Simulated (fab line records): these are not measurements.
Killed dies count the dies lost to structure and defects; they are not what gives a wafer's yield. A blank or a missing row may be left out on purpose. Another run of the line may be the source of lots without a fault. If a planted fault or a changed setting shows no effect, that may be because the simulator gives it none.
Which tool is to blame? -- flow sky130 -- 24 lots, 72 wafers sampled, at 2 steps of a route of 708

## WHAT THE GAUGES SHOWED, per wafer
SKY_VIA1_RS_MEAS_22: measures by four-point-probe. Usual: for VIA1_W_RS the level is 0.429 ohm/sq and the standard deviation is 0.0041.
lot,measured,on,VIA1_W_RS (ohm/sq),flag
L074,day 33 21:43,filmMetro-03,0.432 0.429 0.431,
L075,day 34 02:14,filmMetro-03,0.425 0.434 0.426,
L076,day 34 10:38,filmMetro-01,0.434 0.433 0.432,
L077,day 34 18:37,filmMetro-01,0.434 0.427 0.430,
L078,day 35 05:00,filmMetro-03,0.428 0.426 0.430,
L079,day 35 15:53,filmMetro-02,0.427 0.429 0.432,
L080,day 35 16:48,filmMetro-03,0.428 0.431 0.430,
L081,day 36 06:55,filmMetro-03,0.432 0.437 0.432,
L082,day 36 20:51,filmMetro-03,0.422 0.425 0.424,
L083,day 37 00:54,filmMetro-02,0.426 0.438 0.432,
L084,day 37 08:09,filmMetro-01,0.435 0.431 0.435,
L085,day 37 11:38,filmMetro-02,0.430 0.431 0.430,
L086,day 37 23:08,filmMetro-02,0.433 0.428 0.430,
L087,day 38 07:17,filmMetro-01,0.427 0.429 0.426,
L088,day 38 08:40,filmMetro-03,0.429 0.429 0.435,
L089,day 38 22:19,filmMetro-01,0.423 0.432 0.417,
L090,day 39 02:58,filmMetro-02,0.432 0.428 0.428,
L091,day 39 10:41,filmMetro-01,0.429 0.430 0.429,
L092,day 39 12:29,filmMetro-01,0.430 0.428 0.422,
L094,day 40 07:55,filmMetro-02,0.428 0.435 0.425,
L093,day 40 10:53,filmMetro-02,0.418 0.427 0.417,
L095,day 40 11:38,filmMetro-03,0.425 0.429 0.421,
L096,day 40 16:35,filmMetro-01,0.432 0.428 0.429,
L097,day 40 22:28,filmMetro-03,0.431 0.431 0.426,

## WHICH TOOL RAN EACH LOT (tool, then ch and the chambers of the sampled wafers, then the start)
lot,SKY_METAL1_DESCUM_17
L074,"rieMetal-01 ch 0, day 32 16:51"
L075,"rieMetal-04 ch 0, day 32 21:26"
L076,"rieMetal-01 ch 0,1, day 33 06:14"
L077,"rieMetal-04 ch 0,1, day 33 13:18"
L078,"rieMetal-04 ch 0,1, day 34 00:31"
L079,"rieMetal-01 ch 0,1, day 34 10:32"
L080,"rieMetal-02 ch 0,1, day 34 11:45"
L081,"rieMetal-04 ch 0,1, day 35 02:29"
L082,"rieMetal-02 ch 0,1, day 35 16:45"
L083,"rieMetal-01 ch 1, day 35 21:17"
L084,"rieMetal-04 ch 0,1, day 36 03:21"
L085,"rieMetal-02 ch 0,1, day 36 07:03"
L086,"rieMetal-04 ch 0,1, day 36 19:21"
L087,"rieMetal-01 ch 0,1, day 37 03:10"
L088,"rieMetal-02 ch 0,1, day 37 04:39"
L089,"rieMetal-02 ch 0,1, day 37 18:23"
L090,"rieMetal-02 ch 0,1, day 37 23:05"
L091,"rieMetal-02 ch 0,1, day 38 06:48"
L092,"rieMetal-02 ch 0,1, day 38 09:33"
L094,"rieMetal-01 ch 0, day 39 05:17"
L093,"rieMetal-01 ch 0,1, day 39 07:46"
L095,"rieMetal-04 ch 0,1, day 39 08:08"
L096,"rieMetal-01 ch 0,1, day 39 14:34"
L097,"rieMetal-02 ch 0,1, day 39 19:34"
- SKY_METAL1_DESCUM_17: chemistry O2, time 8 s.

## AS READ BY THE TOOLS THEMSELVES (means over the sampled wafers that have a number; for cases with no such wafer, the mark the record gives instead)
SKY_METAL1_DESCUM_17. Usual: drypumpMotorCurrentA 5.5 A, standard deviation 0.41; oesProductAu 0.998 a.u., standard deviation 0.011; rfFwdPowerW 146.9 W, standard deviation 0.85.
lot,tool,drypumpMotorCurrentA (A),oesProductAu (a.u.),rfFwdPowerW (W),flag
L074,rieMetal-01,5.1,0.997,146.0,
L075,rieMetal-04,6.3,1.012,147.6,
L076,rieMetal-01,5.4,1.002,147.5,
L077,rieMetal-04,5.9,0.998,147.1,
L078,rieMetal-04,5.9,0.996,147.9,
L079,rieMetal-01,5.4,0.998,147.3,
L080,rieMetal-02,5.5,1.004,146.6,
L081,rieMetal-04,5.5,0.986,146.7,
L082,rieMetal-02,5.4,1.004,146.7,
L083,rieMetal-01,5.6,0.999,148.2,
L084,rieMetal-04,5.5,0.994,147.0,
L085,rieMetal-02,5.4,1.006,145.9,
L086,rieMetal-04,5.5,0.987,146.8,
L087,rieMetal-01,5.3,0.994,147.2,
L088,rieMetal-02,5.4,0.997,145.9,
L089,rieMetal-02,5.5,0.996,146.0,
L090,rieMetal-02,5.4,0.985,146.4,
L091,rieMetal-02,5.4,0.990,146.4,
L092,rieMetal-02,5.4,0.990,146.4,
L094,rieMetal-01,5.1,1.001,146.8,
L093,rieMetal-01,5.3,1.000,147.2,
L095,rieMetal-04,5.5,0.998,147.0,
L096,rieMetal-01,5.3,1.005,146.8,
L097,rieMetal-02,5.4,0.984,146.4,

## THE ANSWER, worked out from the rows above alone
Rule: lot off if the mean of its wafers having a number is beyond 3 standard deviations from the usual mean. Also off: a lot with no number at a reading for which 4 or more lots have one. Where the step has rows for the other lots, those lots are counted as sound. Order of review: gauges by route order, followed by the tools' own readings, for which a lot's mean as printed above is used. The first step at which some lot is off is used, and at that step the reading that is off furthest; a lot without a number counts as furthest.
Nothing can be told from this: no lot is off at any reading shown.

## WHAT THE SIMULATOR HAD INSERTED
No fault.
